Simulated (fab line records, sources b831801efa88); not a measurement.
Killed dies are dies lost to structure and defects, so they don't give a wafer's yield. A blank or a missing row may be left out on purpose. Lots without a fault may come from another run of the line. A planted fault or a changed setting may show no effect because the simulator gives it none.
fab line records | flow gf180mcu
record lots=5 wafers=15 last_day=32
route steps=602 shown V2@393 M3@409
lots that met no fault: from a run of the same line without faults
start_h: hours from the record's first day to the start of the lot's first wafer shown | wait_h: hours since the lot's step before | " the same as in the row above | L1.1+2: a row that stands for several wafers | - no value, or no start given | * or withheld: withheld | < > ~ a bound
route shown NAME@n: a module of which the file shows steps, and the number in the route of the first | usual: mean/standard deviation of fault-free wafers | same: alike in all rows | chamber/n: place in a boat | sites: the reading at each site | _std_site: their standard deviation | _edge_site: outer sites' mean less inner sites' | radius_mm: how far each site lies from the wafer's centre | mask NAME#n: copy n | behind: the tool/chamber that last shaped the wafer | hold: why the lot was held/for how many hours/how that ended | device: the transistor (n, p or np) that didn't switch | end of line: the same wafers' tests at the end of the route | a step without rows: its recipe alone | killed: dies lost to structure and defects at the first sort, not the wafer's yield | map: a wafer's dies, x killed, . not, _ none there
set.NAME: the setting as run; set.NAME@STEP: as run at that earlier step | model.NAME: the simulator's own value behind a step, which no gauge read
lots at some steps of the route; a table a step, a row a wafer
services: from which hour (start_h, from the record's first day; less than 0 if before it) a tool's chamber was out of use, for how many hours, and why
## steps
# step GF_V2_EXPOSE_11
# recipe mask_id=Via2 target_cd_nm=260 na=0.68 source_shape=conventional sigma_outer=0.6 dose_mj=38
# columns lot.wafer tool chamber start_h wait_h mask
L079.3+4+5 krf_scanner-01 0 - - Via2#0
L081.1+3+6 krf_scanner-01 0 - - Via2#0
L082.2+3+5 krf_scanner-02 0 - - Via2#0
L087.2+5+6 krf_scanner-01 0 - - Via2#0
L088.1+4+5 krf_scanner-01 0 - - Via2#0
# step GF_V2_PEB_12
# recipe peb_temp_c=135 peb_time_s=90 resist=KrF
# usual chill_plate_temp_C=22.99/0.099
# columns lot.wafer tool chamber start_h wait_h chill_plate_temp_C
L079.3 litho_track-02 0 - - 23.05
L079.4 " 0 " " 22.85
L079.5 " 0 " " 22.85
L081.1 litho_track-04 0 - - 23.00
L081.3 " 0 " " 23.04
L081.6 " 0 " " 22.94
L082.2 litho_track-02 0 - - 23.07
L082.3 " 0 " " 22.79
L082.5 " 0 " " 23.12
L087.2 litho_track-04 0 - - 22.98
L087.5 " 0 " " 23.08
L087.6 " 0 " " 22.97
L088.1 litho_track-01 0 - - 22.88
L088.4 " 0 " " 23.00
L088.5 " 0 " " 22.97
# step GF_V2_DEVELOP_13
# recipe develop_time_s=60 resist=KrF dev_temp_c=21
# usual chill_plate_temp_C=23.01/0.12
# columns lot.wafer tool chamber start_h wait_h chill_plate_temp_C
L079.3 litho_track-02 0 509.96 0.1 22.69
L079.4 " 0 " " 23.04
L079.5 " 0 " " 22.95
L081.1 litho_track-04 0 537.58 0.2 22.94
L081.3 " 0 " " 23.05
L081.6 " 0 " " 22.98
L082.2 litho_track-02 0 542.13 0.2 23.07
L082.3 " 0 " " 23.06
L082.5 " 0 " " 23.16
L087.2 litho_track-04 0 577.36 0.2 22.95
L087.5 " 0 " " 23.13
L087.6 " 0 " " 22.97
L088.1 litho_track-01 0 586.13 0.2 22.94
L088.4 " 0 " " 22.84
L088.5 " 0 " " 22.91
# step GF_V2_CD_MEAS_14
# recipe target_cd_nm=260
# usual cd_nm=260.2/1.1
# columns lot.wafer tool chamber start_h wait_h cd_nm
L079.3 cd_sem-01 - 510.10 0.1 260.5
L079.4 " - " " 260.4
L079.5 " - " " 260.5
L081.1 cd_sem-02 - 537.73 0.1 257.8
L081.3 " - " " 258.4
L081.6 " - " " 258.0
L082.2 cd_sem-01 - 542.28 0.1 259.4
L082.3 " - " " 259.4
L082.5 " - " " 260.0
L087.2 cd_sem-02 - 577.50 0.1 259.1
L087.5 " - " " 259.2
L087.6 " - " " 258.9
L088.1 cd_sem-01 - 586.28 0.1 258.6
L088.4 " - " " 258.5
L088.5 " - " " 259.5
# step GF_V2_OVL_MEAS_15
# usual V2_OVL=-3/5.1
# columns lot.wafer tool chamber start_h wait_h V2_OVL[nm]
L079.3 overlay-01 - 510.19 0.1 -5
L079.4 " - " " -8
L079.5 " - " " -5
L081.1 overlay-02 - 537.85 0.1 -3
L081.3 " - " " 0
L081.6 " - " " -2
L082.2 overlay-01 - 542.39 0.1 -11
L082.3 " - " " -12
L082.5 " - " " -10
L087.2 overlay-01 - 577.61 0.1 2
L087.5 " - " " 2
L087.6 " - " " 5
L088.1 overlay-02 - 586.40 0.1 4
L088.4 " - " " 0
L088.5 " - " " -8
# step GF_V2_ETCH_16
# recipe chemistry=N2/H2 target_depth_a=withheld overetch_a=withheld time_s=withheld target=BARC ion_energy_ev=200 source_w=500 bias_w=100 pressure_mtorr=30 n2_flow_sccm=100 h2_flow_sccm=200
# usual chamber_pressure_mTorr=30.001/0.027 drypump_motor_current_A=5.9/0.3 n2_flow_sccm=100.0/0.31 oes_product_au=0.855/0.0044 rf_fwd_power_W=494.6/2 throttle_valve_pct=13.224/0.0092
# columns lot.wafer tool chamber start_h wait_h chamber_pressure_mTorr drypump_motor_current_A n2_flow_sccm oes_product_au rf_fwd_power_W throttle_valve_pct
L079.3 rie_diel-03 0 510.22 0.0 30.010 5.6 99.2 0.852 493.9 13.221
L079.4 " 1 " " 30.038 5.6 100.4 0.855 495.1 13.223
L079.5 " 1 " " 29.984 5.6 99.7 0.852 493.3 13.236
L081.1 rie_diel-02 0 537.89 0.0 29.963 6.3 100.1 0.855 492.8 13.226
L081.3 " 3 " " 30.005 5.7 99.9 0.849 493.3 13.219
L081.6 " 2 " " 29.973 6.3 100.2 0.855 492.7 13.205
L082.2 rie_diel-04 1 542.42 0.0 29.981 6.2 99.6 0.850 496.8 13.233
L082.3 " 0 " " 30.032 6.0 99.9 0.854 496.5 13.218
L082.5 " 0 " " 30.018 6.0 100.2 0.860 493.5 13.217
L087.2 rie_diel-02 3 577.64 0.0 29.995 5.7 100.4 0.851 491.6 13.217
L087.5 " 1 " " 29.989 5.7 100.2 0.860 496.6 13.211
L087.6 " 0 " " 29.983 6.3 99.6 0.856 495.5 13.227
L088.1 rie_diel-04 3 586.43 0.0 30.004 6.2 100.3 0.853 495.9 13.232
L088.4 " 1 " " 30.003 6.3 100.1 0.863 495.6 13.220
L088.5 " 2 " " 30.019 6.0 100.3 0.854 492.9 13.209
# step GF_V2_ETCH_17
# recipe chemistry=C4F8/O2/Ar mask_material=KrF target=SiO2 stop_on=TiN source_w=1500 bias_w=1200 pressure_mtorr=40 c4f8_flow_sccm=withheld O2_flow_sccm=6 Ar_flow_sccm=300 time_s=withheld target_depth_a=6300
# usual chamber_pressure_mTorr=40.00/0.04 oes_product_au=0.855/0.0049 rf_fwd_power_W=1492/4.9
# columns lot.wafer tool chamber start_h wait_h chamber_pressure_mTorr oes_product_au rf_fwd_power_W
L079.3 rie_diel-03 0 - - 39.99 0.853 1487
L079.4 " 1 " " 40.03 0.844 1491
L079.5 " 1 " " 40.02 0.856 1492
L081.1 rie_diel-02 0 - - 40.00 0.860 1495
L081.3 " 3 " " 39.99 0.851 1499
L081.6 " 2 " " 39.98 0.855 1494
L082.2 rie_diel-04 1 - - 39.97 0.856 1494
L082.3 " 0 " " 39.98 0.857 1490
L082.5 " 0 " " 39.98 0.852 1492
L087.2 rie_diel-02 3 - - 40.02 0.854 1498
L087.5 " 1 " " 40.01 0.865 1495
L087.6 " 0 " " 40.00 0.862 1487
L088.1 rie_diel-04 3 - - 39.97 0.846 1483
L088.4 " 1 " " 39.94 0.852 1497
L088.5 " 2 " " 40.02 0.860 1504
# step GF_V2_STRIP_18
# recipe chemistry=O2/N2 power_w=1400 pressure_mtorr=1500 platen_temp_c=250 o2_flow_sccm=3000 n2_flow_sccm=300 overash_fraction=0.5
# usual chamber_pressure_mTorr=1500.0/1.4 drypump_motor_current_A=5.81/0.21 heater_power_w=348/16 n2_flow_sccm=300.0/1 oes_product_au=0.593/0.0048
# columns lot.wafer tool chamber start_h wait_h chamber_pressure_mTorr drypump_motor_current_A heater_power_w n2_flow_sccm oes_product_au rf_hours_counter_h
L079.3 plasma_asher-02 0 510.38 - 1501.7 5.79 332 301.2 0.594 -
L079.4 " 1 " " 1500.2 6.10 358 299.3 0.593 -
L079.5 " 0 " " 1500.1 5.78 328 301.8 0.592 -
L081.1 plasma_asher-04 1 538.02 - 1496.9 5.52 369 299.1 0.591 81
L081.3 " 0 " " 1503.3 5.96 354 300.8 0.595 -
L081.6 " 0 " " 1501.2 5.94 378 300.8 0.592 -
L082.2 plasma_asher-02 1 542.54 - 1501.1 6.11 356 300.5 0.599 38
L082.3 " 1 " " 1501.6 6.10 353 302.3 0.587 -
L082.5 " 1 " " 1500.8 6.11 359 299.8 0.589 -
L087.2 plasma_asher-03 0 577.77 - 1499.7 5.82 358 300.2 0.593 15
L087.5 " 1 " " 1498.5 5.59 321 300.9 0.589 -
L087.6 " 0 " " 1500.4 5.84 342 299.5 0.591 -
L088.1 plasma_asher-02 1 586.56 - 1499.9 6.13 357 298.3 0.598 42
L088.4 " 1 " " 1501.9 6.12 360 299.1 0.590 -
L088.5 " 1 " " 1500.2 6.09 364 300.5 0.587 -
# step GF_V2_STRIP_19
# recipe chemistry=post_etch_residue_remover time_s=1200 temp_c=72.5
# columns lot.wafer tool chamber start_h wait_h
L079.3+4+5 wet_bench-03 1 510.45 0.0
L081.1+3+6 wet_bench-04 2 538.12 0.1
L082.2+3+5 wet_bench-04 0 542.64 0.1
L087.2+5+6 wet_bench-02 2 577.87 0.1
L088.1+4+5 wet_bench-04 0 586.66 0.1
# step GF_V2_CLEAN_20
# recipe chemistry=DIW dry=n2_spin
# columns lot.wafer tool chamber start_h wait_h
L079.3+4+5 wet_bench-02 1 510.79 0.0
L081.1+3+6 wet_bench-02 1 538.46 0.0
L082.2+3+5 wet_bench-03 1 542.99 0.0
L087.2+5+6 wet_bench-04 1 578.24 0.0
L088.1+4+5 wet_bench-02 2 587.04 0.0
# step GF_V2_SPUTTER_21
# recipe material=Ti target_thk_nm=15 chamber_pressure_pa=5 power_w=2500 substrate_temp_c=200 time_s=80.02
# usual throttle_valve_pct=30.5/1.1
# columns lot.wafer tool chamber start_h wait_h throttle_valve_pct
L079.3 pvd_sputter-03 - 510.88 0.0 29.0
L079.4 " - " " 30.0
L079.5 " - " " 29.0
L081.1 pvd_sputter-03 - 538.56 0.0 28.9
L081.3 " - " " 29.6
L081.6 " - " " 29.8
L082.2 pvd_sputter-03 - 543.08 0.0 29.9
L082.3 " - " " 28.9
L082.5 " - " " 29.8
L087.2 pvd_sputter-03 - 578.33 0.0 29.9
L087.5 " - " " 29.8
L087.6 " - " " 29.2
L088.1 pvd_sputter-02 - 587.13 0.0 32.8
L088.4 " - " " 30.7
L088.5 " - " " 31.2
# step GF_V2_SPUTTER_22
# recipe material=TiN target_thk_nm=10 chamber_pressure_pa=5 power_w=4000 time_s=40
# usual throttle_valve_pct=30.5/1.1
# columns lot.wafer tool chamber start_h wait_h throttle_valve_pct
L079.3 pvd_sputter-03 - 510.94 0.0 28.8
L079.4 " - " " 29.7
L079.5 " - " " 28.6
L081.1 pvd_sputter-03 - 538.62 0.0 29.0
L081.3 " - " " 29.8
L081.6 " - " " 29.8
L082.2 pvd_sputter-03 - 543.14 0.0 29.9
L082.3 " - " " 28.9
L082.5 " - " " 29.5
L087.2 pvd_sputter-03 - 578.39 0.0 30.0
L087.5 " - " " 30.0
L087.6 " - " " 29.0
L088.1 pvd_sputter-02 - 587.19 0.0 33.0
L088.4 " - " " 30.7
L088.5 " - " " 31.1
# step GF_V2_CVD_23
# recipe material=W target_thk_nm=350 time_s=104.94 temp_c=400 pressure_torr=40
# usual heater_power_w=881/66
# columns lot.wafer tool chamber start_h wait_h heater_power_w
L079.3 cvd_w-01 1 511.02 0.1 841
L079.4 " 0 " " 835
L079.5 " 1 " " 848
L081.1 cvd_w-01 0 538.66 0.0 837
L081.3 " 0 " " 841
L081.6 " 0 " " 832
L082.2 cvd_w-01 1 543.18 0.0 835
L082.3 " 1 " " 875
L082.5 " 1 " " 871
L087.2 cvd_w-02 0 578.43 0.0 824
L087.5 " 1 " " 972
L087.6 " 0 " " 836
L088.1 cvd_w-01 0 587.23 0.0 834
L088.4 " 1 " " 875
L088.5 " 0 " " 828
# step GF_V2_RS_MEAS_24
# recipe thk_meas_gauge=four-point-probe reads=W_of_V2_CVD_23+TiN_of_V2_SPUTTER_22+Ti_of_V2_SPUTTER_21
# usual V2_W_RS=0.326/0.0038
# columns lot.wafer tool chamber start_h wait_h V2_W_RS[ohm/sq]
L079.3 film_metro-04 - 511.13 0.1 0.331
L079.4 " - " " 0.326
L079.5 " - " " 0.330
L081.1 film_metro-04 - 538.77 0.1 0.323
L081.3 " - " " 0.326
L081.6 " - " " 0.325
L082.2 film_metro-03 - 543.31 0.1 0.326
L082.3 " - " " 0.324
L082.5 " - " " 0.328
L087.2 film_metro-03 - 578.57 0.1 0.328
L087.5 " - " " 0.321
L087.6 " - " " 0.330
L088.1 film_metro-01 - 587.34 0.1 0.324
L088.4 " - " " 0.325
L088.5 " - " " 0.324
# step GF_V2_THK_MEAS_25
# recipe thk_meas_gauge=xrf reads=W_of_V2_CVD_23
# usual V2_W_THK=358/6.7
# columns lot.wafer tool chamber start_h wait_h V2_W_THK[nm]
L079.3 film_metro-04 - 511.23 0.1 347
L079.4 " - " " 351
L079.5 " - " " 349
L081.1 film_metro-04 - 538.89 0.1 361
L081.3 " - " " 355
L081.6 " - " " 355
L082.2 film_metro-03 - 543.42 0.1 357
L082.3 " - " " 362
L082.5 " - " " 357
L087.2 film_metro-03 - 578.68 0.1 360
L087.5 " - " " 366
L087.6 " - " " 357
L088.1 film_metro-01 - 587.46 0.1 355
L088.4 " - " " 351
L088.5 " - " " 356
# step GF_V2_CMP_26
# recipe stop_on=SiO2 down_force_psi=3.5 platen_rpm=60 t_overpolish_s=15 target_thk_nm=0 pad_velocity_m_s=0.94248
# usual motor_current_A=10.9/0.75 overpolish_run_s=14.999/0.0082 slurry_filter_dp_kPa=13.49/0.12 time_to_endpoint_s=83/4.4
# columns lot.wafer tool chamber start_h wait_h motor_current_A overpolish_run_s slurry_filter_dp_kPa time_to_endpoint_s
L079.4 cmp-02 3 511.32 0.1 12.6 14.995 13.62 85
L079.3 " 0 " " 10.7 15.010 13.45 87
L079.5 " 3 " " 11.4 15.001 13.43 83
L081.3 cmp-01 1 539.05 0.1 11.4 15.003 13.28 81
L081.1 " 2 " " 10.6 14.988 13.31 79
L081.6 " 0 " " 10.3 14.998 13.64 86
L082.3 cmp-01 1 543.52 0.1 11.4 15.001 13.51 83
L082.2 " 2 " " 10.7 15.017 13.58 77
L082.5 " 0 " " 10.7 14.993 13.62 82
L087.2 cmp-01 3 578.73 0.0 10.2 14.993 13.60 81
L087.6 " 3 " " 10.4 15.012 13.36 80
L087.5 " 0 " " 10.3 14.993 13.35 85
L088.4 cmp-01 2 587.52 0.0 10.5 14.989 13.51 77
L088.1 " 3 " " 10.4 15.007 13.50 78
L088.5 " 3 " " 10.2 14.998 13.40 77
# step GF_M3_SPUTTER_00
# recipe material=Ti target_thk_nm=37.5 arriving_ion_energy_ev=80 substrate_temp_c=200 chamber_pressure_pa=2 power_w=4000 time_s=150
# usual throttle_valve_pct=29.7/0.75
# columns lot.wafer tool chamber start_h wait_h throttle_valve_pct
L079.3 pvd_sputter-04 - 511.57 0.1 31.1
L079.4 " - " " 29.5
L079.5 " - " " 29.7
L081.1 pvd_sputter-04 - 539.25 0.1 31.2
L081.3 " - " " 30.0
L081.6 " - " " 29.9
L082.2 pvd_sputter-04 - 543.77 0.1 28.9
L082.3 " - " " 29.7
L082.5 " - " " 31.0
L087.2 pvd_sputter-04 - 579.03 0.2 31.3
L087.5 " - " " 29.1
L087.6 " - " " 31.0
L088.1 pvd_sputter-03 - 587.82 0.2 30.0
L088.4 " - " " 29.1
L088.5 " - " " 29.8
# step GF_M3_SPUTTER_01
# recipe material=TiN target_thk_nm=30 power_w=6500 time_s=25 chamber_pressure_pa=0.4
# usual throttle_valve_pct=29.7/0.72
# columns lot.wafer tool chamber start_h wait_h throttle_valve_pct
L079.3 pvd_sputter-04 - 511.67 0.1 31.0
L079.4 " - " " 29.7
L079.5 " - " " 29.7
L081.1 pvd_sputter-04 - 539.35 0.1 31.0
L081.3 " - " " 30.0
L081.6 " - " " 30.0
L082.2 pvd_sputter-04 - 543.87 0.1 28.8
L082.3 " - " " 29.9
L082.5 " - " " 31.1
L087.2 pvd_sputter-04 - 579.13 0.1 30.6
L087.5 " - " " 28.9
L087.6 " - " " 31.0
L088.1 pvd_sputter-03 - 587.92 0.1 30.1
L088.4 " - " " 29.0
L088.5 " - " " 29.7
# step GF_M3_SPUTTER_02
# recipe material=AlCu target_thk_nm=450 power_w=10600 time_s=23.9 chamber_pressure_pa=0.4
# usual throttle_valve_pct=29.7/0.72
# columns lot.wafer tool chamber start_h wait_h throttle_valve_pct
L079.3 pvd_sputter-04 - 511.70 0.0 30.8
L079.4 " - " " 30.1
L079.5 " - " " 29.9
L081.1 pvd_sputter-04 - 539.38 0.0 31.3
L081.3 " - " " 29.8
L081.6 " - " " 29.8
L082.2 pvd_sputter-04 - 543.90 0.0 28.8
L082.3 " - " " 30.0
L082.5 " - " " 31.2
L087.2 pvd_sputter-04 - 579.16 0.0 31.1
L087.5 " - " " 28.8
L087.6 " - " " 31.0
L088.1 pvd_sputter-03 - 587.95 0.0 29.7
L088.4 " - " " 29.1
L088.5 " - " " 29.9
# step GF_M3_SPUTTER_03
# recipe material=Ti target_thk_nm=10 substrate_temp_c=300 chamber_pressure_pa=0.3 power_w=3000 time_s=6.7
# usual throttle_valve_pct=29.7/0.74
# columns lot.wafer tool chamber start_h wait_h throttle_valve_pct
L079.3 pvd_sputter-04 - 511.73 0.0 30.8
L079.4 " - " " 29.8
L079.5 " - " " 30.1
L081.1 pvd_sputter-04 - 539.41 0.0 30.9
L081.3 " - " " 29.8
L081.6 " - " " 29.7
L082.2 pvd_sputter-04 - 543.93 0.0 28.7
L082.3 " - " " 29.9
L082.5 " - " " 30.9
L087.2 pvd_sputter-04 - 579.19 0.0 31.2
L087.5 " - " " 29.1
L087.6 " - " " 31.1
L088.1 pvd_sputter-03 - 587.98 0.0 30.0
L088.4 " - " " 28.8
L088.5 " - " " 30.1
# step GF_M3_SPUTTER_04
# recipe material=TiN target_thk_nm=50 power_w=6500 time_s=41.7 chamber_pressure_pa=0.4
# usual throttle_valve_pct=29.7/0.74
# columns lot.wafer tool chamber start_h wait_h throttle_valve_pct
L079.3 pvd_sputter-04 - 511.75 0.0 31.3
L079.4 " - " " 29.9
L079.5 " - " " 29.6
L081.1 pvd_sputter-04 - 539.43 0.0 31.0
L081.3 " - " " 30.0
L081.6 " - " " 29.8
L082.2 pvd_sputter-04 - 543.95 0.0 28.9
L082.3 " - " " 30.0
L082.5 " - " " 31.2
L087.2 pvd_sputter-04 - 579.21 0.0 31.0
L087.5 " - " " 28.9
L087.6 " - " " 31.0
L088.1 pvd_sputter-03 - 588.00 0.0 30.2
L088.4 " - " " 29.0
L088.5 " - " " 29.9
# step GF_M3_RS_MEAS_05
# recipe thk_meas_gauge=four-point-probe reads=TiN_of_M3_SPUTTER_04+Ti_of_M3_SPUTTER_03+AlCu_of_M3_SPUTTER_02+TiN_of_M3_SPUTTER_01+Ti_of_M3_SPUTTER_00
# usual M3_ALCU_RS=0.0696/0.00071
# columns lot.wafer tool chamber start_h wait_h M3_ALCU_RS[ohm/sq]
L079.3 film_metro-04 - 511.83 0.1 0.0690
L079.4 " - " " 0.0698
L079.5 " - " " 0.0700
L081.1 film_metro-02 - 539.47 0.0 0.0695
L081.3 " - " " 0.0696
L081.6 " - " " 0.0695
L082.2 film_metro-04 - 544.01 0.0 0.0690
L082.3 " - " " 0.0704
L082.5 " - " " 0.0700
L087.2 film_metro-02 - 579.27 0.0 0.0691
L087.5 " - " " 0.0690
L087.6 " - " " 0.0696
L088.1 film_metro-04 - 588.04 0.0 0.0692
L088.4 " - " " 0.0697
L088.5 " - " " 0.0696
# step GF_M3_THK_MEAS_06
# recipe thk_meas_gauge=xrf reads=AlCu_of_M3_SPUTTER_02
# usual M3_ALCU_THK=455/5.8
# columns lot.wafer tool chamber start_h wait_h M3_ALCU_THK[nm]
L079.3 film_metro-04 - 511.93 0.1 464
L079.4 " - " " 459
L079.5 " - " " 460
L081.1 film_metro-02 - 539.59 0.1 458
L081.3 " - " " 455
L081.6 " - " " 456
L082.2 film_metro-04 - 544.12 0.1 463
L082.3 " - " " 452
L082.5 " - " " 454
L087.2 film_metro-02 - 579.38 0.1 459
L087.5 " - " " 459
L087.6 " - " " 457
L088.1 film_metro-04 - 588.16 0.1 458
L088.4 " - " " 458
L088.5 " - " " 460
# step GF_M3_DEHYDRATE_07
# recipe temp_c=200 time_s=60
# usual chill_plate_temp_C=22.99/0.1
# columns lot.wafer tool chamber start_h wait_h chill_plate_temp_C
L079.3 litho_track-03 0 522.96 11.0 23.00
L079.4 " 0 " " 23.19
L079.5 " 0 " " 23.01
L081.1 litho_track-03 0 549.86 10.3 23.05
L081.3 " 0 " " 23.07
L081.6 " 0 " " 22.97
L082.2 litho_track-03 0 554.93 10.8 22.85
L082.3 " 0 " " 22.97
L082.5 " 0 " " 22.97
L087.2 litho_track-03 0 589.28 9.9 22.95
L087.5 " 0 " " 23.10
L087.6 " 0 " " 23.00
L088.1 litho_track-03 0 598.70 10.5 23.15
L088.4 " 0 " " 23.07
L088.5 " 0 " " 22.96
# step GF_M3_HMDS_08
# recipe prime_time_s=60 prime_temp_c=120
# usual chill_plate_temp_C=23.01/0.1
# columns lot.wafer tool chamber start_h wait_h chill_plate_temp_C
L079.3 litho_track-03 0 523.11 0.1 22.90
L079.4 " 0 " " 23.07
L079.5 " 0 " " 22.95
L081.1 litho_track-03 0 550.01 0.1 22.94
L081.3 " 0 " " 23.14
L081.6 " 0 " " 23.06
L082.2 litho_track-03 0 555.08 0.1 22.98
L082.3 " 0 " " 22.85
L082.5 " 0 " " 22.94
L087.2 litho_track-03 0 589.43 0.1 22.97
L087.5 " 0 " " 22.95
L087.6 " 0 " " 23.03
L088.1 litho_track-03 0 598.85 0.1 23.02
L088.4 " 0 " " 23.09
L088.5 " 0 " " 23.11
# step GF_M3_COAT_09
# recipe resist=KrF spin_rpm=withheld resist_thk_nm=1000
# usual chill_plate_temp_C=23.00/0.11
# columns lot.wafer tool chamber start_h wait_h chill_plate_temp_C
L079.3 litho_track-03 0 523.26 0.1 22.90
L079.4 " 0 " " 22.98
L079.5 " 0 " " 22.89
L081.1 litho_track-03 0 550.16 0.1 22.99
L081.3 " 0 " " 23.05
L081.6 " 0 " " 22.93
L082.2 litho_track-03 0 555.23 0.1 22.91
L082.3 " 0 " " 23.07
L082.5 " 0 " " 23.07
L087.2 litho_track-03 0 589.58 0.1 23.00
L087.5 " 0 " " 22.80
L087.6 " 0 " " 22.94
L088.1 litho_track-03 0 599.00 0.1 23.01
L088.4 " 0 " " 22.92
L088.5 " 0 " " 22.95
# step GF_M3_SOFTBAKE_10
# recipe temp_c=130 time_s=60 resist=KrF
# usual chill_plate_temp_C=22.99/0.12
# columns lot.wafer tool chamber start_h wait_h chill_plate_temp_C
L079.3 litho_track-03 0 523.41 0.1 23.02
L079.4 " 0 " " 23.25
L079.5 " 0 " " 23.30
L081.1 litho_track-03 0 550.31 0.1 23.02
L081.3 " 0 " " 22.81
L081.6 " 0 " " 22.86
L082.2 litho_track-03 0 555.38 0.1 23.08
L082.3 " 0 " " 23.11
L082.5 " 0 " " 23.25
L087.2 litho_track-03 0 589.73 0.1 23.12
L087.5 " 0 " " 23.09
L087.6 " 0 " " 23.06
L088.1 litho_track-03 0 599.15 0.1 23.07
L088.4 " 0 " " 23.03
L088.5 " 0 " " 22.91
# step GF_M3_EXPOSE_11
# recipe mask_id=Metal3 target_cd_nm=280 na=0.68 source_shape=conventional sigma_outer=0.6 dose_mj=28
# columns lot.wafer tool chamber start_h wait_h mask
L079.3+4+5 krf_scanner-01 0 - - Metal3#0
L081.1+3+6 krf_scanner-02 0 - - Metal3#0
L082.2+3+5 krf_scanner-01 0 - - Metal3#0
L087.2+5+6 krf_scanner-02 0 - - Metal3#0
L088.1+4+5 krf_scanner-02 0 - - Metal3#0
# step GF_M3_PEB_12
# recipe peb_temp_c=135 peb_time_s=90 resist=KrF
# usual chill_plate_temp_C=23.00/0.11
# columns lot.wafer tool chamber start_h wait_h chill_plate_temp_C
L079.3 litho_track-03 0 - - 22.99
L079.4 " 0 " " 22.99
L079.5 " 0 " " 23.16
L081.1 litho_track-02 0 - - 22.93
L081.3 " 0 " " 22.95
L081.6 " 0 " " 22.83
L082.2 litho_track-03 0 - - 22.88
L082.3 " 0 " " 22.97
L082.5 " 0 " " 22.98
L087.2 litho_track-02 0 - - 23.11
L087.5 " 0 " " 22.88
L087.6 " 0 " " 23.10
L088.1 litho_track-02 0 - - 23.11
L088.4 " 0 " " 22.87
L088.5 " 0 " " 23.10
# step GF_M3_DEVELOP_13
# recipe develop_time_s=60 dev_temp_c=21
# usual chill_plate_temp_C=23.01/0.11
# columns lot.wafer tool chamber start_h wait_h chill_plate_temp_C
L079.3 litho_track-03 0 534.86 0.1 22.92
L079.4 " 0 " " 23.13
L079.5 " 0 " " 22.96
L081.1 litho_track-02 0 561.41 0.2 23.03
L081.3 " 0 " " 23.30
L081.6 " 0 " " 23.01
L082.2 litho_track-03 0 565.98 0.2 23.05
L082.3 " 0 " " 23.16
L082.5 " 0 " " 22.96
L087.2 litho_track-02 0 600.63 0.2 22.92
L087.5 " 0 " " 23.12
L087.6 " 0 " " 22.92
L088.1 litho_track-02 0 609.61 0.2 22.77
L088.4 " 0 " " 22.75
L088.5 " 0 " " 22.95
# step GF_M3_CD_MEAS_14
# recipe target_cd_nm=280
# usual cd_nm=280.1/1.1
# columns lot.wafer tool chamber start_h wait_h cd_nm
L079.3 cd_sem-01 - 535.00 0.1 279.2
L079.4 " - " " 278.5
L079.5 " - " " 279.2
L081.1 cd_sem-02 - 561.56 0.1 279.1
L081.3 " - " " 279.3
L081.6 " - " " 279.2
L082.2 cd_sem-02 - 566.13 0.1 278.7
L082.3 " - " " 279.7
L082.5 " - " " 281.5
L087.2 cd_sem-01 - 600.78 0.1 280.4
L087.5 " - " " 279.8
L087.6 " - " " 279.7
L088.1 cd_sem-01 - 609.76 0.1 279.5
L088.4 " - " " 279.4
L088.5 " - " " 279.8
# step GF_M3_OVL_MEAS_15
# usual M3_OVL=-3/5.8
# columns lot.wafer tool chamber start_h wait_h M3_OVL[nm]
L079.3 overlay-01 - 535.09 0.1 -9
L079.4 " - " " -1
L079.5 " - " " -7
L081.1 overlay-01 - 561.68 0.1 6
L081.3 " - " " 4
L081.6 " - " " 4
L082.2 overlay-02 - 566.23 0.1 3
L082.3 " - " " -7
L082.5 " - " " -9
L087.2 overlay-02 - 600.89 0.1 -9
L087.5 " - " " -6
L087.6 " - " " -3
L088.1 overlay-02 - 609.88 0.1 1
L088.4 " - " " -9
L088.5 " - " " -4
# step GF_M3_METAL_ETCH_16
# recipe chemistry=Cl2/BCl3 mask_material=KrF target_depth_nm=627.5 stop_on=SiO2 pressure_mtorr=8 icp_w=800 bias_w=140 Cl2_flow_sccm=80 bcl3_flow_sccm=40 time_s=104.6
# usual chamber_pressure_mTorr=7.999/0.0072 drypump_motor_current_A=5.39/0.3 oes_product_au=0.971/0.0064 rf_fwd_power_W=795.0/2.7 throttle_valve_pct=28.251/0.01
# columns lot.wafer tool chamber start_h wait_h chamber_pressure_mTorr drypump_motor_current_A oes_product_au rf_fwd_power_W rf_hours_counter_h throttle_valve_pct
L079.3 rie_metal-02 0 535.15 0.1 7.989 5.13 0.970 792.9 - 28.255
L079.4 " 1 " " 8.002 5.78 0.970 792.5 - 28.248
L079.5 " 1 " " 8.005 5.80 0.968 794.5 - 28.254
L081.1 rie_metal-04 0 561.72 0.0 8.013 5.47 0.981 797.4 10 28.245
L081.3 " 0 " " 7.998 5.45 0.976 797.7 - 28.245
L081.6 " 1 " " 7.996 5.16 0.968 792.7 - 28.245
L082.2 rie_metal-04 1 566.26 0.0 8.003 5.15 0.972 795.3 4 28.233
L082.3 " 1 " " 7.996 5.15 0.963 794.8 - 28.264
L082.5 " 1 " " 7.991 5.16 0.967 791.3 - 28.253
L087.2 rie_metal-02 1 600.92 0.0 7.990 5.76 0.974 796.5 12 28.241
L087.5 " 1 " " 7.995 5.75 0.975 797.7 - 28.251
L087.6 " 0 " " 8.005 5.12 0.977 794.8 - 28.253
L088.1 rie_metal-02 0 609.92 0.0 8.009 5.13 0.972 795.3 10 28.250
L088.4 " 0 " " 8.005 5.11 0.962 800.4 - 28.241
L088.5 " 0 " " 8.007 5.13 0.974 795.4 - 28.254
## services
# columns tool chamber start_h hours kind
cmp-01 - 475.82 6.0 pm
cmp-02 - 476.84 2.7 repair
krf_scanner-02 - 486.63 1.0 pm
krf_scanner-01 - 487.63 1.0 pm
plasma_asher-02 - 490.31 14.5 pm
krf_scanner-02 - 495.76 9.8 repair
cvd_w-02 1 501.20 19.0 repair
plasma_asher-02 - 507.46 2.6 repair
krf_scanner-01 - 528.84 0.8 pm
krf_scanner-01 - 533.03 1.3 pm
rie_diel-04 - 534.36 2.8 pm
krf_scanner-02 - 534.65 0.8 pm
rie_metal-02 - 536.45 2.8 pm
rie_diel-04 - 543.18 14.6 pm
cmp-01 - 545.81 2.9 repair
krf_scanner-01 - 548.31 3.6 pm
krf_scanner-02 - 551.86 1.3 pm
pvd_sputter-02 - 557.46 0.6 repair
rie_diel-04 2 563.46 5.7 repair
wet_bench-02 - 566.55 4.4 pm
cmp-01 - 572.00 4.0 pm
pvd_sputter-03 - 585.05 1.3 repair
krf_scanner-02 - 593.21 3.6 pm
wet_bench-03 - 600.58 0.8 repair
## key
fault none
